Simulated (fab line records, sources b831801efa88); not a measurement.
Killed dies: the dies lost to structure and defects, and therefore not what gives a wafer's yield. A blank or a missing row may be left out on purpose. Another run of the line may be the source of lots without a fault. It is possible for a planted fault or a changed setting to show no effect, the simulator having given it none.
The tool behind it: which one? / flow sky130 / 12 lots, 36 wafers sampled, at 5 steps of a route of 708

## WHAT EACH GAUGE READ, for each wafer
SKY_LI_CONTACT_THK_MEAS_23: measures by xrf.
lot=L751; measured=day 30 13:18; on=film-metro-03; LI_CONTACT_W_THK (nm)=391 393 389
lot=L754; measured=day 30 19:54; on=film-metro-04; LI_CONTACT_W_THK (nm)=390 391 395
lot=L759; measured=day 32 10:18; on=film-metro-02; LI_CONTACT_W_THK (nm)=389 393 394
lot=L762; measured=day 33 13:22; on=film-metro-02; LI_CONTACT_W_THK (nm)=392 392 392
lot=L763; measured=day 33 16:47; on=film-metro-04; LI_CONTACT_W_THK (nm)=391 385 394
lot=L764; measured=day 34 07:07; on=film-metro-03; LI_CONTACT_W_THK (nm)=398 394 392
lot=L768; measured=day 35 08:49; on=film-metro-04; LI_CONTACT_W_THK (nm)=394 399 398
lot=L770; measured=day 35 19:10; on=film-metro-02; LI_CONTACT_W_THK (nm)=396 389 388
lot=L769; measured=day 35 19:24; on=film-metro-04; LI_CONTACT_W_THK (nm)=398 400 406
lot=L772; measured=day 37 17:22; on=film-metro-02; LI_CONTACT_W_THK (nm)=388 384 385
lot=L773; measured=day 37 18:30; on=film-metro-02; LI_CONTACT_W_THK (nm)=391 393 389
lot=L771; measured=day 37 21:19; on=film-metro-03; LI_CONTACT_W_THK (nm)=391 395 393

SKY_LOCAL_INTERCONNECT_OVL_MEAS_12.
lot=L751; measured=day 31 17:38; on=overlay-01; LOCAL_INTERCONNECT_OVL (nm)=-3 6 6
lot=L754; measured=day 31 23:31; on=overlay-02; LOCAL_INTERCONNECT_OVL (nm)=4 3 2
lot=L759; measured=day 33 14:07; on=overlay-01; LOCAL_INTERCONNECT_OVL (nm)=2 0 0
lot=L762; measured=day 34 16:25; on=overlay-02; LOCAL_INTERCONNECT_OVL (nm)=-3 -8 -3
lot=L763; measured=day 34 20:27; on=overlay-02; LOCAL_INTERCONNECT_OVL (nm)=0 1 2
lot=L764; measured=day 35 10:28; on=overlay-01; LOCAL_INTERCONNECT_OVL (nm)=5 8 11
lot=L768; measured=day 36 11:26; on=overlay-02; LOCAL_INTERCONNECT_OVL (nm)=-7 -4 -4
lot=L770; measured=day 36 21:19; on=overlay-01; LOCAL_INTERCONNECT_OVL (nm)=-3 -1 3
lot=L769; measured=day 36 22:04; on=overlay-02; LOCAL_INTERCONNECT_OVL (nm)=3 7 1
lot=L772; measured=day 38 19:41; on=overlay-01; LOCAL_INTERCONNECT_OVL (nm)=4 2 5
lot=L773; measured=day 38 20:38; on=overlay-01; LOCAL_INTERCONNECT_OVL (nm)=4 0 4
lot=L771; measured=day 38 23:32; on=overlay-02; LOCAL_INTERCONNECT_OVL (nm)=-9 -2 -5

SKY_CONTACT_THK_MEAS_03.
lot=L751; measured=day 31 18:33; on=film-metro-04; CONTACT_HDPCVD_THK (nm)=566 563 569
lot=L754; measured=day 32 00:25; on=film-metro-01; CONTACT_HDPCVD_THK (nm)=570 561 556
lot=L759; measured=day 33 15:11; on=film-metro-04; CONTACT_HDPCVD_THK (nm)=554 561 561
lot=L762; measured=day 34 17:19; on=film-metro-03; CONTACT_HDPCVD_THK (nm)=591 600 597
lot=L763; measured=day 34 21:22; on=film-metro-01; CONTACT_HDPCVD_THK (nm)=599 608 600
lot=L764; measured=day 35 11:26; on=film-metro-03; CONTACT_HDPCVD_THK (nm)=570 570 574
lot=L768; measured=day 36 12:25; on=film-metro-01; CONTACT_HDPCVD_THK (nm)=560 564 557
lot=L770; measured=day 36 22:14; on=film-metro-01; CONTACT_HDPCVD_THK (nm)=558 555 554
lot=L769; measured=day 36 22:59; on=film-metro-03; CONTACT_HDPCVD_THK (nm)=562 562 557
lot=L772; measured=day 38 20:35; on=film-metro-04; CONTACT_HDPCVD_THK (nm)=560 552 562
lot=L773; measured=day 38 21:32; on=film-metro-01; CONTACT_HDPCVD_THK (nm)=562 570 562
lot=L771; measured=day 39 00:27; on=film-metro-01; CONTACT_HDPCVD_THK (nm)=566 569 566

## TOOL THAT RAN EACH LOT (tool first, then ch and the chambers of the sampled wafers, then the start)
lot=L751; SKY_LOCAL_INTERCONNECT_SPUTTER_00=pvd-sputter-04, day 30 13:39; SKY_CONTACT_HDPCVD_02=hdpcvd-02 ch 0,2, day 31 18:28
lot=L754; SKY_LOCAL_INTERCONNECT_SPUTTER_00=pvd-sputter-04, day 30 20:15; SKY_CONTACT_HDPCVD_02=hdpcvd-02 ch 0,1,2, day 32 00:20
lot=L759; SKY_LOCAL_INTERCONNECT_SPUTTER_00=pvd-sputter-04, day 32 10:39; SKY_CONTACT_HDPCVD_02=hdpcvd-02 ch 0,1, day 33 15:06
lot=L762; SKY_LOCAL_INTERCONNECT_SPUTTER_00=pvd-sputter-02, day 33 13:43; SKY_CONTACT_HDPCVD_02=hdpcvd-01 ch 0,1, day 34 17:15
lot=L763; SKY_LOCAL_INTERCONNECT_SPUTTER_00=pvd-sputter-04, day 33 17:13; SKY_CONTACT_HDPCVD_02=hdpcvd-01 ch 1,2, day 34 21:16
lot=L764; SKY_LOCAL_INTERCONNECT_SPUTTER_00=pvd-sputter-03, day 34 07:28; SKY_CONTACT_HDPCVD_02=hdpcvd-02 ch 0,1,2, day 35 11:21
lot=L768; SKY_LOCAL_INTERCONNECT_SPUTTER_00=pvd-sputter-04, day 35 09:10; SKY_CONTACT_HDPCVD_02=hdpcvd-02 ch 0,1, day 36 12:20
lot=L770; SKY_LOCAL_INTERCONNECT_SPUTTER_00=pvd-sputter-02, day 35 19:31; SKY_CONTACT_HDPCVD_02=hdpcvd-02 ch 1,2, day 36 22:08
lot=L769; SKY_LOCAL_INTERCONNECT_SPUTTER_00=pvd-sputter-04, day 35 19:49; SKY_CONTACT_HDPCVD_02=hdpcvd-02 ch 0,1,2, day 36 22:54
lot=L772; SKY_LOCAL_INTERCONNECT_SPUTTER_00=pvd-sputter-02, day 37 17:44; SKY_CONTACT_HDPCVD_02=hdpcvd-02 ch 0,1,2, day 38 20:31
lot=L773; SKY_LOCAL_INTERCONNECT_SPUTTER_00=pvd-sputter-03, day 37 18:52; SKY_CONTACT_HDPCVD_02=hdpcvd-01 ch 0,1,2, day 38 21:28
lot=L771; SKY_LOCAL_INTERCONNECT_SPUTTER_00=pvd-sputter-03, day 37 21:40; SKY_CONTACT_HDPCVD_02=hdpcvd-01 ch 0,1,2, day 39 00:22
- SKY_LOCAL_INTERCONNECT_SPUTTER_00: material TiN, target thk 100 nm, time 83.3 s.
- SKY_CONTACT_HDPCVD_02: deposits SiO2, target thk 565 nm, time 94.2 s.

## AS READ BY THE TOOLS THEMSELVES (means over the sampled wafers that have a number; for cases with no such wafer, the mark the record gives instead)
SKY_LOCAL_INTERCONNECT_SPUTTER_00.
lot=L751; tool=pvd-sputter-04; cathode-dc-power-W (W)=6499.2; throttle-valve-pct (%)=30.1
lot=L754; tool=pvd-sputter-04; cathode-dc-power-W (W)=6499.9; throttle-valve-pct (%)=29.7
lot=L759; tool=pvd-sputter-04; cathode-dc-power-W (W)=6500.1; throttle-valve-pct (%)=29.5
lot=L762; tool=pvd-sputter-02; cathode-dc-power-W (W)=6499.9; throttle-valve-pct (%)=29.6
lot=L763; tool=pvd-sputter-04; cathode-dc-power-W (W)=6499.4; throttle-valve-pct (%)=29.6
lot=L764; tool=pvd-sputter-03; cathode-dc-power-W (W)=6499.5; throttle-valve-pct (%)=29.7
lot=L768; tool=pvd-sputter-04; cathode-dc-power-W (W)=6500.4; throttle-valve-pct (%)=30.3
lot=L770; tool=pvd-sputter-02; cathode-dc-power-W (W)=6500.9; throttle-valve-pct (%)=29.2
lot=L769; tool=pvd-sputter-04; cathode-dc-power-W (W)=6499.6; throttle-valve-pct (%)=30.2
lot=L772; tool=pvd-sputter-02; cathode-dc-power-W (W)=6500.2; throttle-valve-pct (%)=29.6
lot=L773; tool=pvd-sputter-03; cathode-dc-power-W (W)=6500.1; throttle-valve-pct (%)=29.5
lot=L771; tool=pvd-sputter-03; cathode-dc-power-W (W)=6500.4; throttle-valve-pct (%)=29.3

SKY_CONTACT_HDPCVD_02.
lot=L751; tool=hdpcvd-02; run-length-s (s)=122.2
lot=L754; tool=hdpcvd-02; run-length-s (s)=122.0
lot=L759; tool=hdpcvd-02; run-length-s (s)=122.2
lot=L762; tool=hdpcvd-01; run-length-s (s)=128.4
lot=L763; tool=hdpcvd-01; run-length-s (s)=128.2
lot=L764; tool=hdpcvd-02; run-length-s (s)=122.3
lot=L768; tool=hdpcvd-02; run-length-s (s)=122.6
lot=L770; tool=hdpcvd-02; run-length-s (s)=122.2
lot=L769; tool=hdpcvd-02; run-length-s (s)=122.1
lot=L772; tool=hdpcvd-02; run-length-s (s)=122.3
lot=L773; tool=hdpcvd-01; run-length-s (s)=122.5
lot=L771; tool=hdpcvd-01; run-length-s (s)=122.9

## THE ANSWER, worked out from the rows above alone
Rule: the lots themselves supply what counts as usual. The widest of any qualifying gaps counts: lots, ordered by their means at a reading, are off when they make up no more than a third of the lots, leave a main group of 4 or more, and stand apart from it by 3 or more times the standard deviation of that group's means. If all means in a main group match to the digits the tables above print for the reading, that group is not used. A lot without any number at a reading at which 4 lots or more have one is off too. Where the step has rows for the other lots, those lots are counted as sound. After the gauges, taken in route order, come the tools' own readings; for these a lot's mean is taken, as printed above. The first step at which some lot is off is used, and at that step the reading that is off furthest; a lot without a number counts as furthest.
Off: L762, L763, seen at SKY_CONTACT_THK_MEAS_03 (CONTACT_HDPCVD_THK). For the main group the mean is 562 nm and the standard deviation 4.5.
A tool fits if, at a process step before that reading, it ran every lot that is off, and no sound lot after the first of them. Not tried: the gauges at SKY_CONTACT_THK_MEAS_03; whatever is off there is also off at SKY_CONTACT_HDPCVD_02, on other tools, and gauge error can't account for it. No candidate that was tried fits.

## WHAT THE SIMULATOR HAD PUT IN
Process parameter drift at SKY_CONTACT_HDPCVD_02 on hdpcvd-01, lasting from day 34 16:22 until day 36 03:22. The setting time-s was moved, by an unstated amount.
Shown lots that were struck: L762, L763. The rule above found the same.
